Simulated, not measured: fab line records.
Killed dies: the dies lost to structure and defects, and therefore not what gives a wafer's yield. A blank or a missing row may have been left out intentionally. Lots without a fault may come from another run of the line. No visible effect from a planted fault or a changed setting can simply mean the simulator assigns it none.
Matching of chambers -- flow sky130 -- SKY_VIA2_CMP_02 on cmp-01 has 4 sister chambers
The step polishes SiO2. 8 wafers are shown with their chamber, then 12 later ones without.

WAFERS, EACH WITH ITS CHAMBER
wafer,chamber,motor_current_A (A),slurry_flow_ml_min
L083.4,2,12.0,149.6
L085.1,0,15.0,149.7
L087.1,3,12.7,150.0
L087.2,1,10.6,150.0
L087.4,0,15.0,149.8
L089.1,2,11.6,149.5
L089.4,3,12.6,150.4
L089.5,1,10.3,150.5

WAFERS WHOSE CHAMBER IS MISSING
wafer,motor_current_A (A),slurry_flow_ml_min
L091.2,11.0,150.3
L091.3,12.6,150.7
L091.5,15.1,150.0
L092.1,12.0,150.3
L092.2,13.4,149.7
L092.4,10.3,150.8
L095.1,15.0,149.8
L095.5,10.6,150.4
L095.6,11.5,149.9
L097.1,14.6,150.0
L097.4,11.8,149.5
L097.6,12.8,150.4

WHICH CHAMBER EACH WENT THROUGH
wafer,from the rows above,in truth
L091.2,1,1
L091.3,3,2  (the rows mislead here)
L091.5,0,0
L092.1,can't be placed: 2 or 3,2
L092.2,3,3
L092.4,1,1
L095.1,0,0
L095.5,1,1
L095.6,2,2
L097.1,0,0
L097.4,2,2
L097.6,3,3
Correct placement for 10 of the 12. These rows do not allow placing 1 (true chamber among the candidates in 1). Placed wrongly: 1.
How it was worked out, from the rows above alone: a wafer's distance from a chamber is the root of the sum, over the readings, of the square of ((its reading less the chamber's mean) divided by the reading's scatter). The wafer belongs to the nearest chamber; if the next one is less than 2 further off, it can't be placed. For every chamber, the mean is computed from those of its wafers that are shown. How the scatter is found: for the shown wafers, subtract from each reading the mean of its chamber, square and add these, divide the total by (wafers less chambers), then take the root.
